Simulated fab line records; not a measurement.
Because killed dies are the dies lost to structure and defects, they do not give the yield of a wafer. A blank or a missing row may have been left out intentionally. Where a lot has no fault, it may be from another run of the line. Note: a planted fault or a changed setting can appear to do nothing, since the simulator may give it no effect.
The tool behind it: which one? ; flow sfq line ; 15 lots with 43 wafers sampled at 2 steps, on a route of 325 steps

## WHAT THE GAUGES READ, wafer by wafer
SFQ_M1_OVL_MEAS_911.
lot;measured;on;M1_OVL (nm)
L587;day 13 06:50;overlay-02;-3 -3 -6
L589;day 13 12:50;overlay-01;-2 1 -3
L590;day 13 17:39;overlay-02;-1 -6 -2
L591;day 13 23:39;overlay-02;-1 3 -3
L592;day 14 09:15;overlay-01;-6 -2 -4
L595;day 15 00:50;overlay-01;4 -2 -5
L598;day 16 05:32;overlay-02;-3 -7 -3
L601;day 17 04:24;overlay-02;-3 7 -3
L603;day 18 01:58;overlay-02;-3 2
L604;day 18 10:20;overlay-01;-1 -2
L605;day 18 15:08;overlay-02;4 4 4
L607;day 19 03:53;overlay-01;7 6 10
L608;day 19 17:05;overlay-02;-1 -1 5
L609;day 20 00:18;overlay-01;3 11 6
L610;day 20 11:05;overlay-02;-6 -8 -7

SFQ_I4_OVL_MEAS_928.
lot;measured;on;I4_OVL (nm)
L587;day 50 14:41;overlay-01;1 -1 8
L589;day 50 19:28;overlay-01;-4 -2 -2
L590;day 50 20:41;overlay-01;0 -3 0
L591;day 51 00:17;overlay-02;-4 -4 0
L592;day 51 12:17;overlay-02;5 0 -3
L595;day 52 03:53;overlay-01;-2 -5 -1
L598;day 53 01:28;overlay-02;-3 -2 -2
L601;day 54 00:25;overlay-01;3 2 6
L603;day 59 10:21;overlay-02;-2 -2
L604;day 59 12:43;overlay-02;3 10
L605;day 59 15:07;overlay-01;-17 -15 -14
L607;day 62 02:44;overlay-02;1 1 -1
L608;day 62 17:08;overlay-02;-11 -8 -9
L609;day 63 02:52;overlay-02;-1 3 1
L610;day 63 06:20;overlay-02;-10 -10 -14

## WHAT TOOL EACH LOT RAN ON (gives the tool, then ch and the chambers of the sampled wafers, and finally the start)
Record: no process step prior to these readings.

## WHAT THE TOOLS THEMSELVES READ (means of the sampled wafers that have a number; where no wafer has one, the mark that the record gives instead)
The record holds no such reading with a usual standard deviation.

## THE ANSWER, worked out from the rows above alone
Rule: the lots themselves supply what counts as usual. The widest of any qualifying gaps counts: lots, ordered by their means at a reading, are off when they make up no more than a third of the lots, leave a main group of 4 or more, and stand apart from it by 3 or more times the standard deviation of that group's means. A main group is skipped when, at the precision printed for the reading in the tables above, its means are all equal. Also off: a lot with no number at a reading for which 4 or more lots have one. Any other lot the step has rows for is counted as sound. The gauges are gone through in route order, then the tools' own readings, and for those a lot's mean is taken as printed above. The first step at which some lot is off is used, and at that step the reading that is off furthest; a lot without a number counts as furthest.
No lot is off at any reading shown: from this, nothing can be told.

## WHAT WAS PUT IN BY THE SIMULATOR
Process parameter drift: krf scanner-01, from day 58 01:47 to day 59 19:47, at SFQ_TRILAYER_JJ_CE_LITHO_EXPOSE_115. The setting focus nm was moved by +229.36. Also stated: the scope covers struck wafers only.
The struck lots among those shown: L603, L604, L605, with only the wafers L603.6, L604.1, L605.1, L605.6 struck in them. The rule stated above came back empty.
